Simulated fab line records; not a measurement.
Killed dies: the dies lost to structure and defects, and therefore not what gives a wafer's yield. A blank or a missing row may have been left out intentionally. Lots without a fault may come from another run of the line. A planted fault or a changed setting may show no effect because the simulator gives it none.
A lot that was struck, set against a sound lot :: flow sky130 :: 15 out of 708 route steps
Sound: these wafers, L690.4, L690.5, L690.6. Struck: wafers L704.2, L704.3, L704.6. The cause is named last.
Each step with rows lists, per side, the tool, then ch with its chambers, then its first start. Under that, the readings that differ: sound wafers :: struck wafers :: difference of the means :: sigmas: that difference in standard deviations of wafers without a fault.
alike: readings whose means differ by less than 2 such deviations, and words and numbers that are the same on both sides. not compared: withheld readings, readings that some wafer has no value for, bounds like >300 that may hide the same value, and numbers for which the record gives no deviation and whose values overlap.
Wherever a step has rows on one side only, a row that says differs or no value, or a row with sigmas, the two part there. Non-overlapping numbers with no deviation appear without sigmas and do not part them. Lack of a reading on every wafer of one side parts them only where that side has two or more wafers.

first, 7 steps without rows for these wafers: SKY_LDD_LDN_DEHYDRATE_00 (time 60 s); SKY_LDD_LDN_HMDS_01 (prime time 60 s); SKY_LDD_LDN_COAT_02 (resist thk 1140 nm); SKY_LDD_LDN_SOFTBAKE_03 (time 60 s); SKY_LDD_LDN_EXPOSE_04 (exposes mask LDNTM, target cd 700 nm); SKY_LDD_LDN_PEB_05; SKY_LDD_LDN_DEVELOP_06 (develop time 60 s).
SKY_LDD_LDN_OVL_MEAS_07:
  sound on overlay-01, day 23 07:04; struck on overlay-01, day 28 04:16
  alike: LDD_LDN_OVL
then, 4 steps without rows for these wafers: SKY_LDD_LDN_IMPLANT_08; SKY_LDD_LDN_IMPLANT_09; SKY_LDD_LDN_IMPLANT_10; SKY_LDD_LDN_IMPLANT_11.
SKY_LDD_LDN_STRIP_12: strips in O2/N2.
  sound on plasmaAsher-02 ch 0,1, day 23 07:43; struck on plasmaAsher-01 ch 0,1, day 28 04:54
  no value came back on the struck wafers for any of 5 readings (chamberPressureMTorr (mTorr), drypumpMotorCurrentA (A) and others); on the sound wafers chamberPressureMTorr (mTorr) reads 1502.7 1500.4 1499.2
reading: model.NOVOLAK_of_LDD_LDN_COAT_02.thkNm (nm)
sound: 0 0 0
struck: 1136 1140 1134
difference: +1137
sigmas: 
  not compared: rfHoursCounterH
SKY_LDD_LDN_TW_MEAS_13:
  sound on filmMetro-02, day 23 07:49; struck on filmMetro-04, day 28 05:01
  alike: LDD_LDN_TW
-- a jump in the record: the struck wafers' starts before and after are 21 days apart (it breaks off in module LDD_LDN and resumes in module PAD_OPEN, where the first step shown is number 708 of the route) --
SKY_PAD_OPEN_PROBE_99:
  sound on prober-02, day 46 00:38; struck on prober-01, day 49 05:40
reading: killedAtFrontEnd
sound: 14 11 13
struck: 419 417 424
difference: +407
sigmas: +87

reading: killedDies
sound: 74 82 98
struck: 492 492 492
difference: +407
sigmas: +42

reading: killedOnRim
sound: 15 15 18
struck: 96 96 96
difference: +80
sigmas: +21
  alike: killed_at_M0_to_M3, killed_at_M4_up, killedAtContacts, killedAtOther, killedOpen, killedShort

## WHERE THEY PART
First at SKY_LDD_LDN_STRIP_12; last, within this record, at SKY_PAD_OPEN_PROBE_99.

WHY: the cause the simulator had injected
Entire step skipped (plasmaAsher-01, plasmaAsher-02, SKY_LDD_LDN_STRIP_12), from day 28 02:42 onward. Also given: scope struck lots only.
